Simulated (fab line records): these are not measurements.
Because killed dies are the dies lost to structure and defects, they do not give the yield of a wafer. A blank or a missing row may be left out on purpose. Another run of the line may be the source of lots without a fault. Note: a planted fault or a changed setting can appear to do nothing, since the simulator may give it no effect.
Which tool was responsible? + flow gf180mcu + route of 602 steps, sampled at 1 step: 6 lots, 18 wafers

WHAT THE GAUGES SHOWED, per wafer
GF_V5_THK_MEAS_01.
| lot  | measured     | on           | V5_CVD_00_THK (nm) |
|------|--------------|--------------|--------------------|
| L718 | day 26 21:34 | filmMetro-02 | 300 297 298        |
| L720 | day 27 12:55 | filmMetro-04 | 304 302 304        |
| L723 | day 28 18:46 | filmMetro-01 | 297 298 302        |
| L731 | day 30 19:31 | filmMetro-02 | 303 299 299        |
| L733 | day 31 02:11 | filmMetro-02 | 297 304 300        |
| L737 | day 32 07:32 | filmMetro-02 | 297 294 297        |

EACH LOT AND THE TOOL THAT RAN IT (in order: tool; ch and the chambers of the sampled wafers; start)
There is no process step in the record ahead of these readings.

THE ANSWER, worked out from the rows above alone
Rule: the lots themselves supply what counts as usual. Put in order of their means at a reading, lots are off if they are a third of the lots or fewer, leave a main group of 4 or more, and stand apart from it by a gap of 3 or more times the standard deviation of the main group's means; of several such gaps the widest counts. The tables above print the reading to a certain number of digits; a main group whose means all agree to those digits is not used. A lot without any number at a reading at which 4 lots or more have one is off too. All remaining lots with rows at the step are treated as sound.
Across all readings shown, no lot is off: no conclusion can be drawn from this.

WHAT WAS PUT IN BY THE SIMULATOR
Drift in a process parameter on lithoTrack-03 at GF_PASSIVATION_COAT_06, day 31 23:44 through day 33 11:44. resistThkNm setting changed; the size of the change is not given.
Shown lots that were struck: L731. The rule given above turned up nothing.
